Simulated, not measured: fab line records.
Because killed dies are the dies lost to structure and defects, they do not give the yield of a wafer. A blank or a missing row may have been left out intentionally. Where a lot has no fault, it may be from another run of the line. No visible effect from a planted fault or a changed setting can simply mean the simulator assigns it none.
Which tool is to blame? :: flow sky130 :: 21 wafers from 7 lots sampled at 2 of the route's 708 steps

## WHAT THE GAUGES SHOWED, per wafer
SKY_SONOS_TUNNEL_TW_MEAS_12.
lot: L198
measured: day 9 20:53
on: film_metro-03
SONOS_TUNNEL_TW: 199.7 199.3 200.3

lot: L200
measured: day 10 09:08
on: film_metro-02
SONOS_TUNNEL_TW: 195.3 194.5 193.9

lot: L203
measured: day 11 01:23
on: film_metro-02
SONOS_TUNNEL_TW: 197.7 196.5 196.3

lot: L205
measured: day 11 15:37
on: film_metro-02
SONOS_TUNNEL_TW: 29.9 29.7 29.8

lot: L209
measured: day 12 16:11
on: film_metro-04
SONOS_TUNNEL_TW: 197.1 197.1 196.4

lot: L215
measured: day 22 17:31
on: film_metro-03
SONOS_TUNNEL_TW: 200.1 199.2 199.0

lot: L218
measured: day 22 17:50
on: film_metro-02
SONOS_TUNNEL_TW: 196.8 194.8 196.0

## WHICH TOOL RAN EACH LOT (tool, then ch and the chambers of the sampled wafers, then the start)
lot: L198
SKY_SONOS_TUNNEL_IMPLANT_09: implanter-02 ch 0, day 9 20:28

lot: L200
SKY_SONOS_TUNNEL_IMPLANT_09: implanter-02 ch 0, day 10 08:44

lot: L203
SKY_SONOS_TUNNEL_IMPLANT_09: implanter-01 ch 0, day 11 00:59

lot: L205
SKY_SONOS_TUNNEL_IMPLANT_09: implanter-03, day 11 15:13

lot: L209
SKY_SONOS_TUNNEL_IMPLANT_09: implanter-01 ch 0, day 12 15:44

lot: L215
SKY_SONOS_TUNNEL_IMPLANT_09: implanter-02 ch 0, day 22 17:07

lot: L218
SKY_SONOS_TUNNEL_IMPLANT_09: implanter-02 ch 0, day 22 17:25
- SKY_SONOS_TUNNEL_IMPLANT_09

## THE ANSWER, worked out from the rows above alone
Rule: the usual values come from the lots themselves. Put in order of their means at a reading, lots are off if they are a third of the lots or fewer, leave a main group of 4 or more, and stand apart from it by a gap of 3 or more times the standard deviation of the main group's means; of several such gaps the widest counts. Not used: any main group whose means are identical at the precision the tables above print for the reading. Also off: a lot with no number at a reading for which 4 or more lots have one. Any other lot the step has rows for is counted as sound.
Off: L205, seen at SKY_SONOS_TUNNEL_TW_MEAS_12 (SONOS_TUNNEL_TW). For the main group the mean is 197.2 and the standard deviation 1.8.
A tool fits if, at a process step before that reading, it ran every lot that is off, and no sound lot after the first of them. Those tools and the gauges at SKY_SONOS_TUNNEL_TW_MEAS_12 are tried in the same way. One candidate fits, namely implanter-03 at SKY_SONOS_TUNNEL_IMPLANT_09. It ran no sound lot before its first lot that is off in this sample, so the start can't be narrowed down.

## WHAT HAD BEEN PUT IN BY THE SIMULATOR
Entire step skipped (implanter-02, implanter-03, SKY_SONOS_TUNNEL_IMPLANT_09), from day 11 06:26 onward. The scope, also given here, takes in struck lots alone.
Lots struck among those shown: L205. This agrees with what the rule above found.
